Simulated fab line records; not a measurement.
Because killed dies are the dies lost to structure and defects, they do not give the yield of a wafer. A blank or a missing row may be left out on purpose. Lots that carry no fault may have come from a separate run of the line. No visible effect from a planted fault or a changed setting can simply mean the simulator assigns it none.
8D (eight disciplines) problem report, filled in by code    flow sfq-line    the parts of the form that need people (team, actions taken, sign-off) are left out

## 1. THE PROBLEM
Wafers without a fault read 70.1 s, standard deviation 0.3; run-length-s at SFQ_TRILAYER_M0_BARC_OPEN_METAL_ETCH_031 reads a mean of 96.5 s on 4 wafers belonging to 3 lots. Relative to the usual mean, that is a shift of +88 standard deviations.
The step: etches BARC in O2, target depth 125 nm, time 41.7 s.
Earliest sighting: wafer L196.1 on rie-metal-01 at day 13 23:16. Wafers with a number at this step in the record: 43, from 15 lots. The rule behind "out" and "out of limits": a value lying over 4 standard deviations away from the usual mean. All remaining wafers that have a number are taken as sound.

## 2. WHAT IT IS, AND WHAT IT ISN'T
question                     is                              is not
which readings at this step  run-length-s, oes-product-au    drypump-motor-current-A
which lots                   L196, L199, L201                L178, L179, L180, L181, L183, L184, L185, L187, L188, L190, L192, L194
which wafers of those lots   L196.1, L199.1, L199.2, L201.2  L196.5, L201.4, L201.5
read on which tools          rie-metal-01                    rie-metal-03, rie-metal-04
when                         from day 13 23:16               up to then (37 sound wafers); but 2 sound wafers of L201 came after

## 3. WHAT RULES OUT EACH SUSPECT
Counting: any tool at a process step up to the reading remains a suspect provided it ran every lot that is out. Sound lots after the first of them don't rule it out here, since some wafers of a struck lot are sound.
- rie-metal-01 at SFQ_TRILAYER_M0_BARC_OPEN_METAL_ETCH_031 (etches BARC in O2, target depth 125 nm, time 41.7 s): kept. Ran every lot that is out, first one L196 (day 13 23:16); last sound lot up to then L183 (day 13 06:17). Its own readings are out on those wafers: oes-product-au, run-length-s.
The count leaves rie-metal-01 at SFQ_TRILAYER_M0_BARC_OPEN_METAL_ETCH_031.

## 4. THE CAUSE (what the simulator had put in)
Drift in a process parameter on rie-metal-01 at SFQ_TRILAYER_M0_BARC_OPEN_METAL_ETCH_031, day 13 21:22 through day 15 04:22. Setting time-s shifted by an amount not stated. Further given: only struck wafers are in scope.
The count eliminated every tool but this one.

## 5. THE EFFECT CHAIN, in route order
One row per reading whose mean, taken over the struck wafers that have a number, lies over 3 standard deviations from the usual. Scope: only readings with a usual standard deviation given in the record; hours: median across lots of the time from each lot's start at the first step in this table that gives one to its start at this step; sigmas: change in usual standard deviations.
hours  step                                      reading         usual       on struck wafers  change  sigmas
0      SFQ_TRILAYER_M0_BARC_OPEN_METAL_ETCH_031  oes-product-au  0.685 a.u.  0.568             -0.117  -27
0      SFQ_TRILAYER_M0_BARC_OPEN_METAL_ETCH_031  run-length-s    70.1 s      96.5              +26.4   +88
Its process steps:
- SFQ_TRILAYER_M0_BARC_OPEN_METAL_ETCH_031: etches BARC in O2, target depth 125 nm, time 41.7 s.

## 6. WHAT WOULD HAVE CAUGHT IT SOONER
In this record the first reading out of limits was taken at day 13 23:16, 2 hours after the fault began at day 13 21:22.
